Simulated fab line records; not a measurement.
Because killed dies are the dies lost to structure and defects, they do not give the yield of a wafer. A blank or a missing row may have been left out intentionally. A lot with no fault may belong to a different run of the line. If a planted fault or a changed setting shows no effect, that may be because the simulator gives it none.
fab line records	flow gf180mcu
record lots=7	wafers=21	lastDay=34
route steps=602 shown V3@444 M4@456
lots untouched by any fault: they come from a run of this same line in which no faults occurred
startH: hours from the record's opening day to when the first of the lot's shown wafers began	waitH: time in hours since the lot's previous step	" repeats the value in the row above	L1.1+2: one row covering several wafers at once	- either no value or no given start	* or withheld: withheld	< > ~ a bound
route shown NAME@n: a module of which the file shows steps, and the number in the route of the first	usual: average and standard deviation across the fault-free wafers	same: alike in all rows	chamber/n: place in a boat	sites: readings site by site	_std_site: standard deviation across them	_edge_site: the outer-site mean with the inner-site mean subtracted	radiusMm: for every site, how far away it sits from the centre of the wafer	mask NAME#n: copy n	behind: tool/chamber where the wafer was last shaped	hold: cause of the lot's hold/its duration in hours/its outcome	device: which transistor (n, p or np) failed to switch	end of line: at the end of the route, the tests of the same wafers	for a step that has no rows: nothing shown but its recipe	killed: count of dies lost to structure and defects at first sort (not the wafer's yield)	map: dies across one wafer; x = killed, . = not, _ = none there
set.NAME: setting as actually run; set.NAME@STEP: the setting as run at that earlier step	model.NAME: the simulator's own value behind a step, which no gauge read
certain route steps with their lots: each step a table, each wafer a row
services: from which hour (startH, from the record's first day; less than 0 if before it) a tool's chamber was out of use, for how many hours, and why
## steps
# step GF_V3_OVL_MEAS_15
# usual V3_OVL=2/5.3
lot.wafer	tool	chamber	startH	waitH	V3_OVL[nm]
L552.2	overlay-01	-	520.21	0.1	3
L552.3	"	-	"	"	-3
L552.4	"	-	"	"	5
L564.3	overlay-01	-	621.36	0.1	8
L564.5	"	-	"	"	3
L564.6	"	-	"	"	0
L566.1	overlay-02	-	631.10	0.1	3
L566.3	"	-	"	"	5
L566.5	"	-	"	"	5
L565.1	overlay-01	-	636.69	0.1	6
L565.4	"	-	"	"	2
L565.6	"	-	"	"	7
L567.2	overlay-02	-	641.71	0.1	3
L567.3	"	-	"	"	5
L567.6	"	-	"	"	-2
L569.1	overlay-01	-	661.00	0.1	-7
L569.3	"	-	"	"	-1
L569.6	"	-	"	"	-1
L573.3	overlay-02	-	688.11	0.1	-2
L573.4	"	-	"	"	-3
L573.5	"	-	"	"	-4
# step GF_V3_ETCH_16
# recipe chemistry=N2/H2	targetDepthA=withheld	overetchA=withheld	timeS=withheld	target=BARC	ionEnergyEv=200	sourceW=500	biasW=100	pressureMtorr=30	n2FlowSccm=100	h2FlowSccm=200
# usual drypumpMotorCurrentA=5.6/0.49	n2FlowSccm=100.01/0.29	oesProductAu=0.855/0.0047	throttleValvePct=13.225/0.0093
lot.wafer	tool	chamber	startH	waitH	drypumpMotorCurrentA	n2FlowSccm	oesProductAu	throttleValvePct
L552.2	rieDiel-02	2	520.24	0.0	4.8	99.78	0.849	13.196
L552.3	"	3	"	"	5.8	100.49	0.856	13.213
L552.4	"	1	"	"	6.1	99.35	0.851	13.219
L564.3	rieDiel-03	0	621.39	0.0	5.9	99.77	0.857	13.216
L564.5	"	1	"	"	5.5	100.25	0.863	13.244
L564.6	"	0	"	"	5.9	100.25	0.854	13.241
L566.1	rieDiel-04	1	631.14	0.0	5.9	100.49	0.853	13.218
L566.3	"	0	"	"	6.4	100.50	0.858	13.213
L566.5	"	2	"	"	6.0	100.22	0.850	13.238
L565.1	rieDiel-03	0	636.73	0.0	5.8	100.31	0.854	13.233
L565.4	"	3	"	"	5.5	100.29	0.850	13.239
L565.6	"	1	"	"	5.5	99.66	0.851	13.236
L567.2	rieDiel-03	1	641.74	0.0	5.5	100.37	0.858	13.217
L567.3	"	2	"	"	5.9	99.60	0.861	13.229
L567.6	"	1	"	"	5.5	99.92	0.854	13.219
L569.1	rieDiel-03	1	661.04	0.0	5.5	99.95	0.865	13.215
L569.3	"	0	"	"	5.8	100.02	0.851	13.236
L569.6	"	0	"	"	5.8	99.73	0.856	13.231
L573.3	rieDiel-04	1	688.14	0.0	5.9	100.44	0.855	13.221
L573.4	"	3	"	"	4.8	100.05	0.858	13.219
L573.5	"	3	"	"	4.9	100.06	0.857	13.208
# step GF_V3_ETCH_17
# recipe chemistry=C4F8/O2/Ar	maskMaterial=KrF	target=SiO2	stopOn=TiN	sourceW=1500	biasW=1200	pressureMtorr=40	c4f8FlowSccm=withheld	O2_flow_sccm=6	Ar_flow_sccm=300	timeS=withheld	targetDepthA=6350
# step GF_V3_STRIP_18
# recipe chemistry=O2/N2	powerW=1400	pressureMtorr=1500	platenTempC=250	o2FlowSccm=3000	n2FlowSccm=300	overashFraction=0.5
# usual drypumpMotorCurrentA=5.8/0.44	heaterPowerW=366/45	n2FlowSccm=300.1/0.84	oesProductAu=0.593/0.0042
# same overashFraction=0.5
lot.wafer	tool	chamber	startH	waitH	drypumpMotorCurrentA	heaterPowerW	n2FlowSccm	oesProductAu	rfHoursCounterH
L552.2	plasmaAsher-04	1	520.37	-	5.7	381	299.9	0.600	91
L552.3	"	0	"	"	5.2	419	300.2	0.590	-
L552.4	"	1	"	"	5.7	384	301.8	0.589	-
L564.3	plasmaAsher-04	0	621.55	-	5.2	414	298.8	0.595	-
L564.5	"	1	"	"	5.7	391	300.9	0.585	-
L564.6	"	0	"	"	5.2	428	299.7	0.589	-
L566.1	plasmaAsher-03	0	631.27	-	6.4	352	298.5	0.589	53
L566.3	"	0	"	"	6.4	360	298.7	0.592	-
L566.5	"	0	"	"	6.4	360	299.5	0.588	-
L565.1	plasmaAsher-04	0	636.86	-	5.2	418	300.4	0.594	104
L565.4	"	0	"	"	5.2	421	299.4	0.599	-
L565.6	"	1	"	"	5.7	385	300.0	0.598	-
L567.2	plasmaAsher-04	0	641.87	-	5.2	418	300.8	0.591	104
L567.3	"	0	"	"	5.2	411	301.5	0.585	-
L567.6	"	1	"	"	5.7	396	299.0	0.588	-
L569.1	plasmaAsher-04	0	661.17	-	5.2	407	299.4	0.592	106
L569.3	"	1	"	"	5.8	394	299.2	0.596	-
L569.6	"	0	"	"	5.2	416	299.6	0.599	-
L573.3	plasmaAsher-03	0	688.30	-	6.4	353	299.4	0.600	-
L573.4	"	1	"	"	5.6	308	300.0	0.596	-
L573.5	"	1	"	"	5.6	310	299.2	0.594	-
# step GF_V3_STRIP_19
# recipe chemistry=postEtchResidueRemover	timeS=1200	tempC=72.5
# step GF_V3_CLEAN_20
# recipe chemistry=DIW	dry=n2Spin
# step GF_V3_SPUTTER_21
# recipe material=Ti	targetThkNm=15	chamberPressurePa=5	powerW=2500	substrateTempC=200	timeS=80.02
# usual cathodeDcPowerW=2500.0/0.51	chamberPressurePa=5.000/0.011	throttleValvePct=30.2/0.63
lot.wafer	tool	chamber	startH	waitH	cathodeDcPowerW	chamberPressurePa	throttleValvePct
L552.2	pvdSputter-01	-	520.91	0.0	2500.0	5.005	30.8
L552.3	"	-	"	"	2500.6	5.008	31.0
L552.4	"	-	"	"	2498.6	4.992	30.6
L564.3	pvdSputter-01	-	622.06	0.0	2500.5	5.008	30.9
L564.5	"	-	"	"	2499.9	5.006	30.9
L564.6	"	-	"	"	2499.1	5.000	30.6
L566.1	pvdSputter-04	-	631.80	0.0	2499.0	4.997	30.7
L566.3	"	-	"	"	2500.2	5.007	30.2
L566.5	"	-	"	"	2500.4	5.009	30.1
L565.1	pvdSputter-03	-	637.39	0.0	2501.0	4.996	30.0
L565.4	"	-	"	"	2499.7	5.025	29.8
L565.6	"	-	"	"	2500.9	5.009	29.7
L567.2	pvdSputter-01	-	642.44	0.0	2500.5	4.992	30.4
L567.3	"	-	"	"	2500.5	5.008	29.1
L567.6	"	-	"	"	2499.8	5.002	30.8
L569.1	pvdSputter-01	-	661.77	0.0	2500.5	5.000	30.3
L569.3	"	-	"	"	2500.0	4.993	30.9
L569.6	"	-	"	"	2499.6	4.978	30.9
L573.3	pvdSputter-04	-	688.81	0.0	2500.6	5.017	30.4
L573.4	"	-	"	"	2499.8	5.009	30.0
L573.5	"	-	"	"	2499.6	5.012	30.7
# step GF_V3_SPUTTER_22
# recipe material=TiN	targetThkNm=10	chamberPressurePa=5	powerW=4000	timeS=40
# step GF_V3_CVD_23
# recipe material=W	targetThkNm=350	timeS=104.9	tempC=400	pressureTorr=40
# usual heaterPowerW=848/100	susceptorTempC=399.98/0.23
lot.wafer	tool	chamber	startH	waitH	heaterPowerW	sinceWetCleanH	susceptorTempC
L552.2	cvdW-02	1	521.01	0.0	1000	617	400.13
L552.3	"	0	"	"	718	-	400.29
L552.4	"	1	"	"	991	-	400.06
L564.3	cvdW-02	1	622.20	0.1	1010	-	400.12
L564.5	"	0	"	"	722	-	399.68
L564.6	"	1	"	"	992	-	400.22
L566.1	cvdW-02	1	631.90	0.0	1022	728	400.18
L566.3	"	1	"	"	979	-	400.44
L566.5	"	0	"	"	737	-	399.97
L565.1	cvdW-01	0	637.49	0.0	856	234	399.97
L565.4	"	0	"	"	834	-	399.98
L565.6	"	0	"	"	854	-	400.30
L567.2	cvdW-02	0	642.54	0.0	736	739	400.31
L567.3	"	0	"	"	722	-	399.76
L567.6	"	0	"	"	721	-	400.23
L569.1	cvdW-02	0	661.87	0.0	741	758	400.52
L569.3	"	0	"	"	750	-	400.55
L569.6	"	0	"	"	712	-	400.53
L573.3	cvdW-02	0	688.95	0.1	714	-	399.95
L573.4	"	1	"	"	1033	-	399.63
L573.5	"	1	"	"	1014	-	400.19
# step GF_V3_RS_MEAS_24
# recipe thkMeasGauge=four-point-probe	reads=W_of_V3_CVD_23+TiN_of_V3_SPUTTER_22+Ti_of_V3_SPUTTER_21
# usual V3_W_RS=0.327/0.0037
lot.wafer	tool	chamber	startH	waitH	V3_W_RS[ohm/sq]
L552.2	filmMetro-02	-	521.14	0.1	0.323
L552.3	"	-	"	"	0.322
L552.4	"	-	"	"	0.327
L564.3	filmMetro-01	-	622.31	0.1	0.324
L564.5	"	-	"	"	0.321
L564.6	"	-	"	"	0.325
L566.1	filmMetro-02	-	632.01	0.1	0.327
L566.3	"	-	"	"	0.327
L566.5	"	-	"	"	0.324
L565.1	filmMetro-02	-	637.60	0.1	0.332
L565.4	"	-	"	"	0.329
L565.6	"	-	"	"	0.328
L567.2	filmMetro-02	-	642.67	0.1	0.327
L567.3	"	-	"	"	0.325
L567.6	"	-	"	"	0.330
L569.1	filmMetro-02	-	661.99	0.1	0.328
L569.3	"	-	"	"	0.325
L569.6	"	-	"	"	0.330
L573.3	filmMetro-04	-	689.06	0.1	0.331
L573.4	"	-	"	"	0.335
L573.5	"	-	"	"	0.334
# step GF_V3_THK_MEAS_25
# recipe thkMeasGauge=xrf	reads=W_of_V3_CVD_23
# usual V3_W_THK=354/5
lot.wafer	tool	chamber	startH	waitH	V3_W_THK[nm]
L552.2	filmMetro-02	-	521.25	0.1	354
L552.3	"	-	"	"	354
L552.4	"	-	"	"	349
L564.3	filmMetro-01	-	622.41	0.1	354
L564.5	"	-	"	"	357
L564.6	"	-	"	"	352
L566.1	filmMetro-02	-	632.13	0.1	353
L566.3	"	-	"	"	352
L566.5	"	-	"	"	355
L565.1	filmMetro-02	-	637.72	0.1	346
L565.4	"	-	"	"	351
L565.6	"	-	"	"	352
L567.2	filmMetro-02	-	642.78	0.1	353
L567.3	"	-	"	"	355
L567.6	"	-	"	"	351
L569.1	filmMetro-02	-	662.11	0.1	350
L569.3	"	-	"	"	354
L569.6	"	-	"	"	348
L573.3	filmMetro-04	-	689.16	0.1	354
L573.4	"	-	"	"	350
L573.5	"	-	"	"	350
# step GF_V3_CMP_26
# recipe stopOn=SiO2	downForcePsi=3.5	platenRpm=60	tOverpolishS=15	targetThkNm=0	padVelocityMS=0.94248
# usual headPressurePsi=3.499/0.0082	motorCurrentA=10.9/1.5	overpolishRunS=15.001/0.0086	timeToEndpointS=88/4.1
lot.wafer	tool	chamber	startH	waitH	headPressurePsi	motorCurrentA	overpolishRunS	timeToEndpointS
L552.4	cmp-01	1	521.35	0.1	3.507	9.3	15.004	88
L552.3	"	2	"	"	3.506	12.1	15.007	83
L552.2	"	3	"	"	3.500	13.2	15.010	91
L564.3	cmp-01	2	622.50	0.1	3.500	12.6	14.995	87
L564.5	"	1	"	"	3.510	9.5	14.991	89
L564.6	"	2	"	"	3.497	12.3	14.996	85
L566.3	cmp-01	3	632.24	0.1	3.496	12.3	15.006	96
L566.1	"	0	"	"	3.498	9.6	15.004	89
L566.5	"	3	"	"	3.499	13.0	14.993	96
L565.1	cmp-01	0	638.06	0.3	3.504	10.1	14.999	91
L565.4	"	1	"	"	3.496	9.5	14.976	89
L565.6	"	3	"	"	3.518	12.9	15.013	94
L567.2	cmp-02	2	642.93	0.1	3.503	12.1	15.008	83
L567.3	"	3	"	"	3.495	9.2	14.994	84
L567.6	"	1	"	"	3.504	10.7	14.996	87
L569.1	cmp-02	0	662.17	0.1	3.500	9.7	14.990	90
L569.3	"	2	"	"	3.495	12.3	15.006	87
L569.6	"	1	"	"	3.504	10.7	14.987	85
L573.3	cmp-01	1	689.30	0.1	3.506	9.4	14.984	90
L573.4	"	2	"	"	3.500	12.5	14.998	82
L573.5	"	0	"	"	3.503	9.5	15.007	87
# step GF_M4_SPUTTER_00
# recipe material=Ti	targetThkNm=37.5	arrivingIonEnergyEv=80	substrateTempC=200	chamberPressurePa=2	powerW=4000	timeS=150
# usual cathodeDcPowerW=4000.0/0.81	chamberPressurePa=2.000/0.0047	throttleValvePct=29.9/0.92
lot.wafer	tool	chamber	startH	waitH	cathodeDcPowerW	chamberPressurePa	throttleValvePct
L552.2	pvdSputter-03	-	521.60	0.1	3999.6	1.998	29.5
L552.3	"	-	"	"	3999.3	2.000	30.0
L552.4	"	-	"	"	4000.4	1.995	30.8
L564.3	pvdSputter-02	-	622.75	0.2	-	-	-
L564.5	"	-	"	"	-	-	-
L564.6	"	-	"	"	-	-	-
L566.1	pvdSputter-01	-	632.49	0.1	-	-	-
L566.3	"	-	"	"	-	-	-
L566.5	"	-	"	"	-	-	-
L565.1	pvdSputter-01	-	638.26	0.1	-	-	-
L565.4	"	-	"	"	-	-	-
L565.6	"	-	"	"	-	-	-
L567.2	pvdSputter-03	-	643.13	0.1	4001.0	1.996	29.7
L567.3	"	-	"	"	4000.8	2.003	30.1
L567.6	"	-	"	"	3998.7	2.003	31.0
L569.1	pvdSputter-03	-	662.47	0.2	3999.9	1.996	30.1
L569.3	"	-	"	"	4000.2	2.003	30.6
L569.6	"	-	"	"	3998.6	2.004	30.9
L573.3	pvdSputter-02	-	689.50	0.1	4000.4	2.001	28.6
L573.4	"	-	"	"	4000.1	2.000	31.3
L573.5	"	-	"	"	4001.1	2.001	29.7
# step GF_M4_SPUTTER_01
# recipe material=TiN	targetThkNm=30	powerW=6500	timeS=25	chamberPressurePa=0.4
## services
tool	chamber	startH	hours	kind
rieDiel-03	0	508.05	3.4	repair
pvdSputter-03	-	516.22	4.9	repair
rieDiel-04	0	542.15	24.5	repair
rieDiel-04	-	546.18	1.2	repair
cmp-02	-	558.85	7.6	repair
plasmaAsher-03	-	567.99	12.2	repair
pvdSputter-02	-	572.08	3.3	repair
cmp-01	-	575.56	2.0	repair
cmp-02	-	576.88	4.0	pm
cvdW-02	-	579.13	0.5	repair
rieDiel-04	3	586.46	18.3	repair
pvdSputter-02	-	589.13	4.5	repair
plasmaAsher-03	-	594.58	3.2	repair
rieDiel-03	-	596.24	0.4	repair
plasmaAsher-04	-	599.27	4.2	repair
pvdSputter-04	-	599.92	4.5	repair
rieDiel-03	0	608.95	3.8	repair
pvdSputter-02	-	610.90	6.0	repair
cmp-02	-	614.46	3.8	pm
rieDiel-03	2	629.86	8.1	repair
pvdSputter-03	-	634.79	1.3	repair
rieDiel-03	3	661.72	4.1	repair
pvdSputter-01	-	676.22	92.4	repair
pvdSputter-01	-	679.23	7.9	repair
## key
firstSign step=GF_M4_SPUTTER_00	reading=toolRecord	direction=missing
effect none on later readings
metAt GF_M4_SPUTTER_00
struckWafers L564.3,L564.5,L564.6,L565.1,L565.4,L565.6,L566.1,L566.3,L566.5
laterRowsLeftOut L564.3,L564.5,L564.6,L565.1,L565.4,L565.6,L566.1,L566.3,L566.5
sortLeftOut L564.3,L564.5,L564.6,L565.1,L565.4,L565.6,L566.1,L566.3,L566.5
fault kind=skippedStepWhole	tool=pvdSputter-01,pvdSputter-02	chamber=-	onsetH=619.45	steps=GF_M4_SPUTTER_00	scope=struckLotsOnly
# sortLeftOut: the simulated sort isn't trusted on such a fault, so these wafers' sort isn't shown, and their yield isn't known
# laterRowsLeftOut: the simulator's readings of these wafers behind a module that went badly wrong aren't trusted and aren't shown, but for the sort
